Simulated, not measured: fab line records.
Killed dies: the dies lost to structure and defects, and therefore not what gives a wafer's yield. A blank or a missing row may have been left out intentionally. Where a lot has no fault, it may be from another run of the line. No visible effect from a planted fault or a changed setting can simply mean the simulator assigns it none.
fab line records	flow sfq-line
record: lots: 5	wafers: 15	last-day: 92
route steps=325 shown INCOMING@1 L0@3 L0V@16 M0@28 M8@325
lots that met no fault: taken from a fault-free run of the same line
start-h: hours from the record's first day to the start of the lot's first wafer shown	wait-h: hours elapsed since this lot's preceding step	" identical to the entry in the row above	L1.1+2: several wafers, shown together as one row	- no value, or no start given	* or withheld: withheld	< > ~ a bound
route shown NAME@n: names a module that has steps shown in the file, with the first one's number in the route	usual: the fault-free wafers' mean and standard deviation	same: alike in all rows	chamber/n: place in a boat	sites: the reading at each site	_std_site: the values' standard deviation	_edge_site: the outer-site mean with the inner-site mean subtracted	radius-mm: for every site, how far away it sits from the centre of the wafer	mask NAME#n: copy n	behind: tool/chamber where the wafer was last shaped	hold: what put the lot on hold/how long, in hours/how the hold closed	device: transistor that didn't switch, given as n, p or np	end of line: the same wafers' tests at the end of the route	where a step has no rows: the recipe by itself	killed: dies that structure and defects cost at the first sort, which is not the same as the wafer's yield	map: dies across one wafer; x = killed, . = not, _ = none there
set.NAME: the run value of the setting; set.NAME@STEP: its run value at that earlier step	model.NAME: the simulator's own value behind a step, which no gauge read
lots at some steps of the route; a table a step, a row a wafer
services: from which hour (start-h, from the record's first day; less than 0 if before it) a tool's chamber was out of use, for how many hours, and why
== steps ==
step: SFQ_INCOMING_BOW_MEAS_900
recipe: mode: bow
usual: INCOMING_BOW: -1/6.4
lot.wafer	tool	chamber	start-h	wait-h	INCOMING_BOW[um]
L914.2	film-metro-02	-	30.02	-	0
L914.3	"	-	"	"	-13
L914.5	"	-	"	"	-14
L920.3	film-metro-01	-	60.04	-	-7
L920.5	"	-	"	"	2
L920.6	"	-	"	"	4
L923.1	film-metro-01	-	75.00	-	-6
L923.2	"	-	"	"	2
L923.3	"	-	"	"	1
L924.1	film-metro-02	-	80.00	-	0
L924.3	"	-	"	"	-6
L924.4	"	-	"	"	10
L932.3	film-metro-04	-	120.04	-	-1
L932.4	"	-	"	"	-5
L932.5	"	-	"	"	-2
step: SFQ_TRILAYER_INCOMING_OXIDATION_002
recipe: temp-c: 1000	ambient: H2O	target-thk-a: 5000	p-h2o-torr: 720	ox-time-s: 4939
step: SFQ_TRILAYER_L0_DEP_SPUTTER_003
recipe: material: MoNx_KI	base-pressure-pa: 1.33e-06	target-thk-nm: 40	power-w: 800	time-s: 100	chamber-pressure-pa: 0.4
usual: throttle-valve-pct: 29.8/0.83
lot.wafer	tool	chamber	start-h	wait-h	throttle-valve-pct	model.MoNx_KI_of_TRILAYER_L0_DEP_SPUTTER_003.thk-nm
L914.2	pvd-sputter-04	-	32.49	0.0	28.9	40.05
L914.3	"	-	"	"	30.5	40.18
L914.5	"	-	"	"	30.8	40.09
L920.3	pvd-sputter-03	-	62.49	0.0	30.8	40.4
L920.5	"	-	"	"	31.8	40.53
L920.6	"	-	"	"	29.5	40.2
L923.1	pvd-sputter-05	-	77.49	0.0	29.0	40.01
L923.2	"	-	"	"	30.4	39.72
L923.3	"	-	"	"	29.9	39.71
L924.1	pvd-sputter-04	-	82.49	0.0	30.8	39.85
L924.3	"	-	"	"	29.0	39.77
L924.4	"	-	"	"	29.0	39.61
L932.3	pvd-sputter-05	-	122.49	0.0	28.7	40.39
L932.4	"	-	"	"	29.6	40.24
L932.5	"	-	"	"	30.5	17.42
step: SFQ_L0_RS_MEAS_901
recipe: thk-meas-gauge: four-point-probe	reads: MoNx_KI_of_TRILAYER_L0_DEP_SPUTTER_003
usual: L0_MONX_KI_RS: 43.5/0.37
lot.wafer	tool	chamber	start-h	wait-h	hold	L0_MONX_KI_RS[ohm/sq]
L914.2	film-metro-02	-	32.58	0.1	-	43.4
L914.3	"	-	"	"	-	43.3
L914.5	"	-	"	"	-	43.3
L920.3	film-metro-02	-	62.60	0.1	-	43.0
L920.5	"	-	"	"	-	43.0
L920.6	"	-	"	"	-	43.4
L923.1	film-metro-02	-	77.56	0.0	-	43.4
L923.2	"	-	"	"	-	43.7
L923.3	"	-	"	"	-	43.8
L924.1	film-metro-02	-	82.56	0.0	-	43.5
L924.3	"	-	"	"	-	43.7
L924.4	"	-	"	"	-	43.9
L932.3	film-metro-04	-	122.60	0.1	await-dispo/0.2h/release	43.2
L932.4	"	-	"	"	await-dispo/0.2h/release	43.2
L932.5	"	-	"	"	await-dispo/0.2h/release	100.0
L932.3	film-metro-04	-	122.89	0.3	-	43.1
L932.4	"	-	"	"	-	43.3
L932.5	"	-	"	"	-	100.1
step: SFQ_L0_THK_MEAS_902
recipe: thk-meas-gauge: xrf	reads: MoNx_KI_of_TRILAYER_L0_DEP_SPUTTER_003
usual: L0_MONX_KI_THK: 39.6/0.38
lot.wafer	tool	chamber	start-h	wait-h	hold	L0_MONX_KI_THK[nm]
L914.2	film-metro-02	-	32.69	0.1	-	39.8
L914.3	"	-	"	"	-	40.0
L914.5	"	-	"	"	-	39.9
L920.3	film-metro-02	-	62.70	0.1	-	39.9
L920.5	"	-	"	"	-	40.2
L920.6	"	-	"	"	-	39.6
L923.1	film-metro-02	-	77.68	0.1	-	39.5
L923.2	"	-	"	"	-	39.3
L923.3	"	-	"	"	-	39.2
L924.1	film-metro-02	-	82.68	0.1	-	39.5
L924.3	"	-	"	"	-	39.3
L924.4	"	-	"	"	-	39.2
L932.3	film-metro-04	-	125.90	3.0	await-dispo/0.2h/release	40.0
L932.4	"	-	"	"	await-dispo/0.2h/release	39.7
L932.5	"	-	"	"	await-dispo/0.2h/release	17.3
L932.3	film-metro-04	-	126.13	0.2	-	40.0
L932.4	"	-	"	"	-	39.6
L932.5	"	-	"	"	-	17.3
step: SFQ_TRILAYER_L0_LITHO_COAT_005
recipe: resist: KrF	spin-rpm: 3000	resist-thk-nm: 600
step: SFQ_TRILAYER_L0_LITHO_SOFTBAKE_009
recipe: temp-c: withheld	time-s: withheld	resist: KrF
step: SFQ_TRILAYER_L0_LITHO_EXPOSE_006
recipe: mask-id: L0	na: 0.6	source-shape: conventional	sigma-outer: 0.65	target-cd-nm: 2000	dose-mj: 14.4
step: SFQ_TRILAYER_L0_LITHO_PEB_008
recipe: peb-temp-c: 115	peb-time-s: 60	resist: KrF
step: SFQ_TRILAYER_L0_LITHO_DEVELOP_007
recipe: time-s: 60	resist: KrF
step: SFQ_TRILAYER_L0_BARC_OPEN_METAL_ETCH_010
recipe: mask-material: PR	chemistry: O2	target-depth-nm: 125	target: BARC	icp-w: 600	bias-w: 80	pressure-mtorr: 10	time-s: 41.7
usual: drypump-motor-current-A: 5.62/0.28	oes-product-au: 0.685/0.0049
same: time-s: 41.7
lot.wafer	tool	chamber	start-h	wait-h	drypump-motor-current-A	oes-product-au	rf-hours-counter-h
L914.2	rie-metal-04	0	97.53	0.1	5.18	0.678	157
L914.3	"	1	"	"	5.30	0.686	-
L914.5	"	1	"	"	5.32	0.678	-
L920.3	rie-metal-02	0	142.58	0.1	5.95	0.679	-
L920.5	"	1	"	"	5.78	0.684	-
L920.6	"	0	"	"	5.96	0.686	-
L923.1	rie-metal-01	0	154.56	0.1	5.80	0.680	54
L923.2	"	1	"	"	5.71	0.686	176
L923.3	"	1	"	"	5.73	0.679	-
L924.1	rie-metal-04	1	159.36	0.1	5.33	0.690	132
L924.3	"	1	"	"	5.33	0.687	-
L924.4	"	0	"	"	5.17	0.688	-
L932.3	rie-metal-02	1	211.53	0.1	5.78	0.691	-
L932.4	"	0	"	"	6.06	0.678	-
L932.5	"	1	"	"	5.77	0.685	-
step: SFQ_TRILAYER_L0_ETCH_METAL_ETCH_008
recipe: target: MoNx_KI	stop-on: SiO2	mask-material: PR	chemistry: SF6/O2	target-depth-nm: 50	icp-w: 600	bias-w: 80	pressure-mtorr: 10	time-s: 25
usual: drypump-motor-current-A: 5.62/0.28	oes-product-au: 0.874/0.0067
same: time-s: 25
lot.wafer	tool	chamber	start-h	wait-h	drypump-motor-current-A	oes-product-au	rf-hours-counter-h
L914.2	rie-metal-04	0	97.59	0.0	5.16	0.873	157
L914.3	"	1	"	"	5.33	0.875	-
L914.5	"	1	"	"	5.32	0.873	-
L920.3	rie-metal-02	0	142.64	0.0	5.96	0.876	-
L920.5	"	1	"	"	5.75	0.886	-
L920.6	"	0	"	"	5.97	0.867	-
L923.1	rie-metal-01	0	154.62	0.0	5.83	0.878	54
L923.2	"	1	"	"	5.73	0.866	176
L923.3	"	1	"	"	5.73	0.867	-
L924.1	rie-metal-04	1	159.42	0.0	5.34	0.867	132
L924.3	"	1	"	"	5.30	0.870	-
L924.4	"	0	"	"	5.16	0.866	-
L932.3	rie-metal-02	1	211.59	0.0	5.77	0.879	-
L932.4	"	0	"	"	6.00	0.866	-
L932.5	"	1	"	"	5.76	0.590	-
step: SFQ_TRILAYER_L0_STRIP_STRIP_009
recipe: gas: O2	power-w: 200	platen-temp-c: 40	overash-fraction: 0.65	chemistry: O2	pressure-mtorr: 50
usual: drypump-motor-current-A: 5.62/0.28	oes-product-au: 0.997/0.0084
lot.wafer	tool	chamber	start-h	wait-h	drypump-motor-current-A	oes-product-au	rf-hours-counter-h
L914.2	rie-metal-04	0	97.63	0.0	5.19	0.990	157
L914.3	"	1	"	"	5.33	0.999	-
L914.5	"	1	"	"	5.33	0.990	-
L920.3	rie-metal-02	0	142.87	0.2	5.98	0.988	-
L920.5	"	1	"	"	5.74	0.995	-
L920.6	"	0	"	"	5.98	0.982	-
L923.1	rie-metal-01	0	154.67	0.0	5.81	0.999	54
L923.2	"	1	"	"	5.69	1.012	176
L923.3	"	1	"	"	5.71	1.002	-
L924.1	rie-metal-04	1	159.47	0.0	5.33	0.999	132
L924.3	"	1	"	"	5.30	1.008	-
L924.4	"	0	"	"	5.17	0.993	-
L932.3	rie-metal-02	1	211.82	0.2	5.75	0.996	-
L932.4	"	0	"	"	6.02	0.997	-
L932.5	"	1	"	"	5.76	0.993	-
step: SFQ_TRILAYER_L0_STRIP_SOLV_CLEAN_010
recipe: chemistry: NMP	temp-c: 70	time-s: 600
step: SFQ_TRILAYER_L0_CAP_PECVD_011
recipe: material: SiO2	temp-c: 150	time-s: 13.333	pressure-torr: 2.4	rf-w: 183.3	precursor: SiH4/N2O	target-thk-nm: 60
step: SFQ_TRILAYER_L0_VIA_LITHO_COAT_018
recipe: resist: BARC	spin-rpm: 3000	resist-thk-nm: 62
step: SFQ_TRILAYER_L0_VIA_LITHO_COAT_013
recipe: resist: KrF	spin-rpm: 3000	resist-thk-nm: 650
step: SFQ_TRILAYER_L0_VIA_LITHO_SOFTBAKE_017
recipe: temp-c: withheld	time-s: withheld	resist: KrF
step: SFQ_TRILAYER_L0_VIA_LITHO_EXPOSE_014
recipe: mask-id: L0V	na: 0.6	source-shape: conventional	sigma-outer: 0.65	target-cd-nm: 700	dose-mj: 21.3
step: SFQ_TRILAYER_L0_VIA_LITHO_PEB_016
recipe: peb-temp-c: 115	peb-time-s: 60	resist: KrF
step: SFQ_TRILAYER_L0_VIA_LITHO_DEVELOP_015
recipe: time-s: 60	resist: KrF
step: SFQ_L0V_OVL_MEAS_903
usual: L0V_OVL: 1/5.3
lot.wafer	tool	chamber	start-h	wait-h	L0V_OVL[nm]
L914.2	overlay-01	-	179.77	0.1	2
L914.3	"	-	"	"	1
L914.5	"	-	"	"	3
L920.3	overlay-02	-	245.25	0.1	-7
L920.5	"	-	"	"	-3
L920.6	"	-	"	"	-5
L923.1	overlay-01	-	256.04	0.1	6
L923.2	"	-	"	"	8
L923.3	"	-	"	"	5
L924.1	overlay-01	-	262.16	0.1	9
L924.3	"	-	"	"	9
L924.4	"	-	"	"	1
L932.3	overlay-01	-	327.10	0.1	8
L932.4	"	-	"	"	-2
L932.5	"	-	"	"	1
step: SFQ_TRILAYER_L0_VIA_BARC_OPEN_VIA_ETCH_021
recipe: mask-material: PR	chemistry: O2	target-depth-nm: 125	target: BARC	source-w: 500	bias-w: 80	pressure-mtorr: 30	time-s: 41.7
usual: drypump-motor-current-A: 5.6/0.42	oes-product-au: 0.685/0.0051
same: time-s: 41.7
lot.wafer	tool	chamber	start-h	wait-h	drypump-motor-current-A	oes-product-au	rf-hours-counter-h
L914.2	rie-diel-02	3	179.80	0.0	5.2	0.675	0
L914.3	"	2	"	"	6.0	0.679	118
L914.5	"	1	"	"	4.8	0.691	-
L920.3	rie-diel-04	1	245.27	0.0	6.0	0.687	73
L920.5	"	1	"	"	6.0	0.686	-
L920.6	"	0	"	"	5.8	0.695	-
L923.1	rie-diel-04	2	256.07	0.0	5.1	0.676	5
L923.2	"	0	"	"	5.8	0.692	134
L923.3	"	3	"	"	6.1	0.685	6
L924.1	rie-diel-02	1	262.20	0.0	4.8	0.681	20
L924.3	"	3	"	"	5.2	0.692	1
L924.4	"	2	"	"	6.0	0.682	118
L932.3	rie-diel-02	3	327.12	0.0	5.2	0.691	2
L932.4	"	2	"	"	6.0	0.681	119
L932.5	"	2	"	"	6.0	0.690	-
step: SFQ_TRILAYER_L0_VIA_ETCH_VIA_ETCH_016
recipe: target: SiO2	stop-on: MoNx_KI	mask-material: PR	chemistry: CHF3	target-depth-nm: 80	source-w: 500	bias-w: 80	pressure-mtorr: 30	time-s: withheld
usual: drypump-motor-current-A: 5.6/0.42	oes-product-au: 0.839/0.0073
lot.wafer	tool	chamber	start-h	wait-h	drypump-motor-current-A	oes-product-au
L914.2	rie-diel-02	3	179.84	0.0	5.2	0.831
L914.3	"	2	"	"	6.0	0.827
L914.5	"	1	"	"	4.8	0.833
L920.3	rie-diel-04	1	245.31	0.0	6.0	0.834
L920.5	"	1	"	"	6.0	0.851
L920.6	"	0	"	"	5.8	0.840
L923.1	rie-diel-04	2	256.11	0.0	5.1	0.841
L923.2	"	0	"	"	5.8	0.822
L923.3	"	3	"	"	6.1	0.837
L924.1	rie-diel-02	1	262.24	0.0	4.8	0.845
L924.3	"	3	"	"	5.2	0.853
L924.4	"	2	"	"	6.0	0.844
L932.3	rie-diel-02	3	327.16	0.0	5.2	0.837
L932.4	"	2	"	"	6.0	0.851
L932.5	"	2	"	"	6.0	0.825
step: SFQ_TRILAYER_L0_VIA_STRIP_STRIP_017
recipe: gas: O2	power-w: 200	platen-temp-c: 40	overash-fraction: 0.65	chemistry: O2	pressure-mtorr: 50
usual: drypump-motor-current-A: 5.65/0.23	oes-product-au: 0.999/0.0068
lot.wafer	tool	chamber	start-h	wait-h	drypump-motor-current-A	oes-product-au	rf-hours-counter-h
L914.2	rie-metal-03	0	179.89	-	5.59	1.012	86
L914.3	"	1	"	"	5.27	0.992	-
L914.5	"	1	"	"	5.28	0.999	-
L920.3	rie-metal-03	1	245.56	-	5.34	1.002	-
L920.5	"	1	"	"	5.33	1.004	-
L920.6	"	0	"	"	5.57	1.005	-
L923.1	rie-metal-03	0	256.16	-	5.58	0.997	96
L923.2	"	1	"	"	5.34	0.984	136
L923.3	"	0	"	"	5.58	0.994	-
L924.1	rie-metal-03	0	262.28	-	5.56	1.003	96
L924.3	"	0	"	"	5.61	1.000	-
L924.4	"	1	"	"	5.31	0.995	-
L932.3	rie-metal-02	1	327.41	-	5.76	0.997	-
L932.4	"	0	"	"	5.95	1.002	-
L932.5	"	0	"	"	6.02	1.009	-
step: SFQ_TRILAYER_L0_VIA_STRIP_SOLV_CLEAN_018
recipe: chemistry: NMP	temp-c: 70	time-s: 600
step: SFQ_TRILAYER_M0_DEP_PRE_CLEAN_020
recipe: gas: Ar	time-s: 15	bias-v: 250
step: SFQ_TRILAYER_M0_DEP_SPUTTER_019
recipe: material: Nb	base-pressure-pa: 1.33e-06	chamber-pressure-pa: 0.1333	substrate-temp-c: 20	resputter-cathode-voltage-v: 400	target-thk-nm: 200	power-w: 2000	time-s: 133.3
step: SFQ_M0_RS_MEAS_904
recipe: thk-meas-gauge: four-point-probe	reads: Nb_of_TRILAYER_M0_DEP_SPUTTER_019
usual: M0_NB_RS: 0.891/0.0086
lot.wafer	tool	chamber	start-h	wait-h	M0_NB_RS[ohm/sq]
L914.2	film-metro-02	-	180.81	0.1	0.888
L914.3	"	-	"	"	0.900
L914.5	"	-	"	"	0.895
L920.3	film-metro-01	-	246.29	0.1	0.891
L920.5	"	-	"	"	0.891
L920.6	"	-	"	"	0.886
L923.1	film-metro-01	-	257.05	0.0	0.889
L923.2	"	-	"	"	0.883
L923.3	"	-	"	"	0.877
L924.1	film-metro-03	-	263.17	0.0	0.906
L924.3	"	-	"	"	0.908
L924.4	"	-	"	"	0.901
L932.3	film-metro-03	-	328.14	0.1	0.887
L932.4	"	-	"	"	0.887
L932.5	"	-	"	"	0.887
step: SFQ_TRILAYER_M0_LITHO_COAT_026
recipe: resist: BARC	spin-rpm: 3000	resist-thk-nm: 62
step: SFQ_M8_BOW_MEAS_951
recipe: mode: bow
usual: M8_BOW: 8/12
lot.wafer	tool	chamber	start-h	wait-h	M8_BOW[um]	model.etest.l0.ohm-sq	model.etest.l0v.link-ohm	model.etest.l0.ohm-um
L914.2	film-metro-03	-	2000.62	0.0	1	43.42	44.34	21.7
L914.3	"	-	"	"	-12	43.28	44.21	21.63
L914.5	"	-	"	"	-12	43.38	44.3	21.68
L920.3	film-metro-03	-	2028.42	0.0	-22	43.04	43.96	21.52
L920.5	"	-	"	"	-11	42.9	43.82	21.46
L920.6	"	-	"	"	-10	43.26	44.17	21.63
L923.1	film-metro-04	-	2041.42	0.0	-8	43.47	44.38	21.74
L923.2	"	-	"	"	-2	43.78	44.68	21.89
L923.3	"	-	"	"	-1	43.8	44.7	21.91
L924.1	film-metro-03	-	2046.22	0.0	9	43.64	44.57	21.85
L924.3	"	-	"	"	4	43.72	44.66	21.9
L924.4	"	-	"	"	18	43.9	44.83	21.98
L932.3	film-metro-03	-	2198.57	0.0	14	43.06	43.97	21.55
L932.4	"	-	"	"	10	43.22	44.14	21.63
L932.5	"	-	"	"	14	99.85	100.8	49.96
== services ==
tool	chamber	start-h	hours	kind
rie-metal-04	-	25.02	0.5	repair
rie-diel-02	0	37.69	8.3	repair
rie-metal-04	-	37.95	2.8	pm
pvd-sputter-05	-	82.57	3.9	repair
rie-metal-03	0	86.54	8.9	repair
rie-diel-02	-	95.53	2.8	pm
rie-metal-04	-	128.23	0.2	repair
rie-diel-04	2	134.35	6.1	repair
pvd-sputter-05	-	161.57	0.8	repair
rie-metal-04	1	162.01	14.4	repair
rie-metal-02	-	190.29	0.7	repair
rie-diel-02	1	199.11	9.7	repair
rie-diel-04	1	206.54	7.4	repair
pvd-sputter-05	-	221.00	3.3	repair
rie-diel-04	-	232.81	4.3	pm
rie-diel-04	1	246.83	19.7	repair
pvd-sputter-05	-	257.85	1.3	repair
pvd-sputter-04	-	272.53	31.2	repair
rie-diel-02	0	291.21	4.5	repair
pvd-sputter-04	-	299.19	1.2	repair
rie-diel-02	0	301.11	9.5	repair
rie-metal-01	0	308.17	1.3	repair
rie-metal-02	-	312.05	2.8	pm
rie-metal-03	1	317.69	13.7	repair
== key ==
first-sign: step: SFQ_L0_RS_MEAS_901	reading: visit	direction: added
effect: step: SFQ_L0_RS_MEAS_901	reading: L0_MONX_KI_RS	direction: up	sigmas: 99+	usual: 43.5	struck: 100.0
effect: step: SFQ_L0_THK_MEAS_902	reading: visit	direction: added
effect: step: SFQ_L0_THK_MEAS_902	reading: L0_MONX_KI_THK	direction: down	sigmas: 58	usual: 39.6	struck: 17.3
effect: step: SFQ_TRILAYER_L0_ETCH_METAL_ETCH_008	reading: oes-product-au	direction: down	sigmas: 42	usual: 0.874	struck: 0.590
model-effect: step: SFQ_TRILAYER_L0_DEP_SPUTTER_003	value: MoNx_KI_of_TRILAYER_L0_DEP_SPUTTER_003.thk-nm	without: 40.28	struck: 17.42
model-effect: step: SFQ_M8_BOW_MEAS_951	value: etest.l0.ohm-sq	without: 43.17	struck: 99.85
met-at SFQ_TRILAYER_L0_DEP_SPUTTER_003
struck-wafers L932.5
fault: kind: process-parameter-drift	tool: pvd-sputter-05	chamber: -	onset-h: 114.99	steps: SFQ_TRILAYER_L0_DEP_SPUTTER_003	channel: target-thk-nm	offset: -22.869	shape: step	end-h: 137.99	acts-in: these-recipes-only	stated: 40	scope: struck-wafers-only
